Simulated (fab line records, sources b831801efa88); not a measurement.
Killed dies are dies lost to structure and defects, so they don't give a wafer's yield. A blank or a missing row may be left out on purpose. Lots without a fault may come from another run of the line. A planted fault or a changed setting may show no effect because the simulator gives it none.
Chamber matching | flow sky130 | SKY_POLY_GATE_ETCH_15 on rie_diel-01: 4 sister chambers
The step etches BARC in N2/H2, stops on SiO2, time 118.5 s, target depth 110 nm. 4 wafers are shown with their chamber, then 8 later ones without.

WAFERS WITH THEIR CHAMBER
wafer  | chamber | drypump_motor_current_A (A)
L082.4 | 0       | 5.2
L085.2 | 2       | 5.5
L085.6 | 3       | 5.0
L093.1 | 1       | 5.8

WAFERS WITHOUT THEIR CHAMBER
wafer  | drypump_motor_current_A (A)
L093.3 | 5.0
L093.5 | 5.5
L094.1 | 5.8
L094.3 | 5.2
L094.5 | 5.5
L095.4 | 5.4
L095.5 | 5.5
L095.6 | 5.8

WHICH CHAMBER EACH WENT THROUGH
wafer  | from the rows above | in truth
L093.3 | 3                   | 3
L093.5 | 2                   | 2
L094.1 | 1                   | 1
L094.3 | 0                   | 0
L094.5 | 2                   | 2
L095.4 | 2                   | 2
L095.5 | 2                   | 2
L095.6 | 1                   | 1
Placed correctly: 8 of 8. Can't be placed from these rows: 0. Placed wrongly: 0.
How it was worked out, from the rows above alone: a wafer's distance from a chamber is the root of the sum, over the readings, of the square of ((its reading less the chamber's mean) divided by the reading's scatter). The wafer belongs to the nearest chamber; if the next one is less than 2 further off, it can't be placed. A chamber's mean is the mean of its shown wafers. The scatter: with one shown wafer a chamber, the root of the mean of the squares of how far each hidden wafer lies from its nearest shown one.
